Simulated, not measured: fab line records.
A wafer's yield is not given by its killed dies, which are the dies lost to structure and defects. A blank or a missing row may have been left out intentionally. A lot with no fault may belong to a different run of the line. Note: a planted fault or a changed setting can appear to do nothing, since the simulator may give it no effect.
Chamber matching    flow sky130    cmp-02 running SKY_VIA2_CMP_24: 4 sister chambers
The step polishes, stops on SiO2, t overpolish 20 s, target thk 0 nm. 14 wafers are shown with their chamber, then 7 later ones without.

## EACH WAFER AND ITS CHAMBER
wafer   chamber  motorCurrentA (A)  slurryFlowMlMin  overpolishRunS (s)
L672.1  0        8.5                149.3            19.991
L672.2  2        10.6               150.4            20.006
L672.6  1        11.5               149.6            20.010
L673.1  0        8.6                150.1            19.999
L673.4  1        11.8               150.1            20.016
L673.6  3        13.5               150.3            19.996
L680.1  0        8.4                150.1            20.005
L680.2  2        11.3               150.7            19.983
L680.3  1        12.2               149.2            20.022
L682.1  3        13.6               150.5            19.996
L682.2  2        10.7               150.2            20.005
L682.5  1        12.2               149.6            20.004
L688.1  2        11.2               150.7            19.995
L688.3  0        8.2                150.0            19.991

SIGNATURES, as means of the wafers listed above
reading          chamber 0  chamber 1  chamber 2  chamber 3  scatter within a chamber
motorCurrentA    8.425      11.925     10.950     13.550     0.285
slurryFlowMlMin  149.875    149.625    150.500    150.400    0.325
overpolishRunS   19.99650   20.01300   19.99725   19.99600   0.00815
Rule: for each reading, subtract the chamber's mean from the wafer's reading, divide by that reading's scatter and square the result; add these up over the readings and take the root, which gives the wafer's distance from the chamber. If the next closest chamber is less than 2 further off than the closest, the wafer can't be placed; otherwise it belongs to the closest. The scatter: take each reading less its chamber's mean, square it, sum over the shown wafers, divide by the number of wafers less the number of chambers, and take the root.

## WAFERS MISSING THEIR CHAMBER
wafer   motorCurrentA (A)  slurryFlowMlMin  overpolishRunS (s)
L688.6  12.0               150.3            20.001
L691.3  8.6                149.8            19.999
L691.5  10.9               150.2            20.001
L691.6  12.1               149.9            19.993
L692.2  11.9               150.7            19.992
L692.3  10.8               149.9            19.987
L692.6  13.6               149.4            19.994

## EACH ONE'S CHAMBER
wafer   from the rows above      in truth
L688.6  can't be placed: 1 or 2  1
L691.3  0                        0
L691.5  2                        2
L691.6  can't be placed: 1 or 2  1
L692.2  can't be placed: 2 or 1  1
L692.3  2                        2
L692.6  3                        3
Correctly placed: 4 of 7. Cannot be placed on the basis of these rows: 3; the candidates contain the true chamber in 3. Number placed wrongly: 0.
